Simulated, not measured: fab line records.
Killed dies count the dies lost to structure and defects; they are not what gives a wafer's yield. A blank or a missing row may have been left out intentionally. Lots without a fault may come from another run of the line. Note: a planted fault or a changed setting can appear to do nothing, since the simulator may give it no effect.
Matching of chambers	flow sky130	SKY_VIA2_CMP_24 on cmp-02: 4 sister chambers
The step polishes, stops on SiO2, t overpolish 20 s, target thk 0 nm. 8 wafers are shown with their chamber, then 9 later ones without.

## WAFERS, EACH WITH ITS CHAMBER
wafer	chamber	motor_current_A (A)	time_to_endpoint_s (s)
L074.2	1	11.1	102
L075.6	1	10.2	102
L082.3	0	12.1	101
L082.4	2	10.0	99
L082.6	3	10.9	106
L088.2	3	10.6	102
L088.3	0	11.8	104
L088.5	2	10.7	97

## WAFERS WITH NO CHAMBER GIVEN
wafer	motor_current_A (A)	time_to_endpoint_s (s)
L092.3	10.9	108
L092.5	12.1	106
L092.6	11.4	105
L093.2	12.2	104
L093.4	10.3	106
L093.5	10.2	104
L096.1	10.6	105
L096.3	10.5	105
L096.5	12.4	106

## EACH ONE'S CHAMBER
wafer	from the rows above	in truth
L092.3	can't be placed: 3 or 1 or 0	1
L092.5	can't be placed: 0 or 3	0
L092.6	can't be placed: 3 or 0 or 1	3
L093.2	0	0
L093.4	can't be placed: 3 or 1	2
L093.5	can't be placed: 3 or 1 or 2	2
L096.1	can't be placed: 3 or 1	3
L096.3	can't be placed: 3 or 1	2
L096.5	can't be placed: 0 or 3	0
Correctly placed: 1 of 9. From these rows, 8 cannot be placed; in 6 the true chamber is one of the candidates. Placed wrongly: 0.
How it was worked out, from the rows above alone: a wafer's distance from a chamber is the root of the sum, over the readings, of the square of ((its reading less the chamber's mean) divided by the reading's scatter). The wafer belongs to the nearest chamber; if the next one is less than 2 further off, it can't be placed. The mean given for a chamber averages the wafers shown for that chamber. The scatter is the square root of a quotient: the sum, over the shown wafers, of each reading's squared deviation from its chamber's mean, divided by wafers minus chambers.
